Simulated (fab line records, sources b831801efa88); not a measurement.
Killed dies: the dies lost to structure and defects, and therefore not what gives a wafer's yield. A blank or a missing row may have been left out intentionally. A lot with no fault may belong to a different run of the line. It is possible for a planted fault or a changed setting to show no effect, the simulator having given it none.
A lot that was struck, set against a sound lot -- flow sky130 -- 19 steps out of a route of 708
Sound: wafers L105.2, L105.4, L105.6. Struck: wafers L106.1, L106.4, L106.5. At the end, the cause is stated.
Each step with rows lists, per side, the tool, then ch with its chambers, then its first start. Under that, the readings that differ: sound wafers -- struck wafers -- difference of the means -- sigmas: that difference in standard deviations of wafers without a fault.
alike: readings whose means differ by less than 2 such deviations, and words and numbers that are the same on both sides. not compared: withheld readings, readings that some wafer has no value for, bounds like >300 that may hide the same value, and numbers for which the record gives no deviation and whose values overlap.
A row with sigmas, a row that says differs or no value, or rows on one side alone: a step with any of these is where the two part. Numbers that have no deviation but don't overlap get no sigmas and don't part them. Lack of a reading on every wafer of one side parts them only where that side has two or more wafers.

first, 6 steps without rows for these wafers: SKY_RES_XHIGH_COAT_02 (resist thk 1140 nm); SKY_RES_XHIGH_SOFTBAKE_03 (time 60 s); SKY_RES_XHIGH_EXPOSE_04 (exposes mask URPM, target cd 1270 nm); SKY_RES_XHIGH_PEB_05; SKY_RES_XHIGH_DEVELOP_06 (develop time 60 s); SKY_RES_XHIGH_IMPLANT_07.
SKY_RES_XHIGH_STRIP_08: strips in O2/N2.
  sound on plasma-asher-01 ch 0,1, day 30 04:27; struck on plasma-asher-02 ch 0,1, day 30 20:37
reading,sound,struck,difference,sigmas
strip-time-to-endpoint-s (s),14.31 14.32 14.31,14.16 14.21 14.20,-0.12,-3
  alike: drypump-motor-current-A, n2-flow-sccm, oes-product-au
  not compared: rf-hours-counter-h
SKY_RES_XHIGH_TW_MEAS_09:
  struck on film-metro-01, day 30 20:43; sound on film-metro-03, day 30 04:34
  alike: RES_XHIGH_TW
then, 4 steps without rows for these wafers: SKY_SD_N_DEHYDRATE_00 (time 60 s); SKY_SD_N_HMDS_01 (prime time 60 s); SKY_SD_N_COAT_02 (resist thk 1140 nm); SKY_SD_N_SOFTBAKE_03 (time 60 s).
SKY_SD_N_EXPOSE_04: exposes mask NSDM, target cd 380 nm.
  sound on iline-stepper-01 ch 0, day 30 17:32; struck on iline-stepper-02 ch 0, day 31 09:47
reading,sound,struck,difference,sigmas
reticle-temp-C (C),23.20 23.12 23.01,22.89 22.85 22.91,-0.23,-2
model.SD_N.overlay-x-nm (nm),-0.4567 -0.4567 -0.4567,172 172 172,+172,
  alike: mask
then, 2 steps without rows for these wafers: SKY_SD_N_PEB_05; SKY_SD_N_DEVELOP_06 (develop time 60 s).
SKY_SD_N_CD_MEAS_07: the cd target is 380 nm.
  struck on cd-sem-01, day 31 23:43; sound on cd-sem-02, day 31 07:14
  alike: cd-nm
SKY_SD_N_OVL_MEAS_08:
  struck on overlay-01, day 31 23:50; sound on overlay-01, day 31 07:20
reading,sound,struck,difference,sigmas
SD_N_OVL (nm),-0.4 -0.1 -1.4,171.1 172.3 169.5,+171.6,+99 or more
following that, these wafers have no rows for 1 step: SKY_SD_N_IMPLANT_09.
-- a jump in the record: the struck wafers' starts before and after are 16 days apart (it breaks off in module SD_N and resumes in module PAD_OPEN, where the first step shown is number 708 of the route) --
SKY_PAD_OPEN_PROBE_99:
  struck on prober-02, day 48 11:26; sound on prober-01, day 47 23:59
reading,sound,struck,difference,sigmas
killed-at-front-end,19 23 22,282 256 251,+242,+56
killed-dies,78 81 85,345 320 311,+244,+26
killed-on-rim,15 12 16,70 59 63,+50,+15
  alike: killed_at_M0_to_M3, killed_at_M4_up, killed-at-contacts, killed-at-other, killed-open, killed-short

## WHERE THEY PART
At SKY_RES_XHIGH_STRIP_08 first; at SKY_PAD_OPEN_PROBE_99 last (within this record only).

WHY: whatever the simulator had introduced
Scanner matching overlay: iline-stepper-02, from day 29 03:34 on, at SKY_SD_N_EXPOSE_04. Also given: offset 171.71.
